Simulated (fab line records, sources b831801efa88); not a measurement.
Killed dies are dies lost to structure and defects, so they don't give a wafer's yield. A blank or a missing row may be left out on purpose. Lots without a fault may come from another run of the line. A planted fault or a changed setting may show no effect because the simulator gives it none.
Chamber matching | flow sky130 | SKY_FIELD_ISO_ETCH_15 on rie_diel-03: 4 sister chambers
The step etches the open film in CHF3/O2, stops on Si, target depth 180 nm, time 72 s. 14 wafers are shown with their chamber, then 7 later ones without.

WAFERS WITH THEIR CHAMBER
wafer  | chamber | O2_flow_sccm (sccm) | throttle_valve_pct (%) | bias_w (W)
L128.4 | 1       | 4.997               | 8.841                  | 199.2
L128.5 | 1       | 5.005               | 8.832                  | 199.4
L128.6 | 0       | 4.988               | 8.832                  | 200.5
L129.2 | 0       | 4.999               | 8.841                  | 200.2
L129.5 | 1       | 5.026               | 8.845                  | 200.3
L129.6 | 2       | 4.995               | 8.845                  | 199.9
L131.1 | 2       | 5.004               | 8.844                  | 200.8
L131.3 | 1       | 4.993               | 8.862                  | 200.5
L131.5 | 2       | 4.989               | 8.839                  | 199.0
L133.2 | 1       | 4.998               | 8.858                  | 200.3
L133.4 | 2       | 5.007               | 8.850                  | 199.8
L133.6 | 1       | 4.991               | 8.851                  | 200.2
L135.4 | 3       | 5.011               | 8.858                  | 200.3
L135.5 | 3       | 5.021               | 8.849                  | 200.8

SIGNATURES (means of the wafers above)
reading            | chamber 0 | chamber 1 | chamber 2 | chamber 3 | scatter within a chamber
O2_flow_sccm       | 4.99350   | 5.00167   | 4.99875   | 5.01600   | 0.0107
throttle_valve_pct | 8.83650   | 8.84817   | 8.84450   | 8.85350   | 0.00872
bias_w             | 200.350   | 199.983   | 199.875   | 200.550   | 0.571
Rule: a wafer's distance from a chamber is the root of the sum, over the readings, of the square of ((its reading less the chamber's mean) divided by the reading's scatter). The wafer belongs to the nearest chamber; if the next one is less than 2 further off, it can't be placed. The scatter: the root of (the sum of the squares of (reading less its chamber's mean) over the shown wafers, divided by (wafers less chambers)).

WAFERS WITHOUT THEIR CHAMBER
wafer  | O2_flow_sccm (sccm) | throttle_valve_pct (%) | bias_w (W)
L135.6 | 5.008               | 8.839                  | 199.9
L145.1 | 4.988               | 8.830                  | 200.5
L145.2 | 4.978               | 8.843                  | 200.4
L145.3 | 4.977               | 8.839                  | 200.4
L147.1 | 5.008               | 8.843                  | 200.2
L147.4 | 5.019               | 8.842                  | 199.6
L147.6 | 5.015               | 8.843                  | 200.6

WHICH CHAMBER EACH WENT THROUGH
wafer  | from the rows above               | in truth
L135.6 | can't be placed: 2 or 1 or 0 or 3 | 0
L145.1 | can't be placed: 0 or 2 or 1      | 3
L145.2 | can't be placed: 0 or 2 or 1      | 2
L145.3 | can't be placed: 0 or 2 or 1      | 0
L147.1 | can't be placed: 1 or 2 or 3 or 0 | 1
L147.4 | can't be placed: 1 or 2 or 3 or 0 | 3
L147.6 | can't be placed: 3 or 1 or 2 or 0 | 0
Placed correctly: 0 of 7. Can't be placed from these rows: 7 (the true chamber is among the candidates in 6). Placed wrongly: 0.
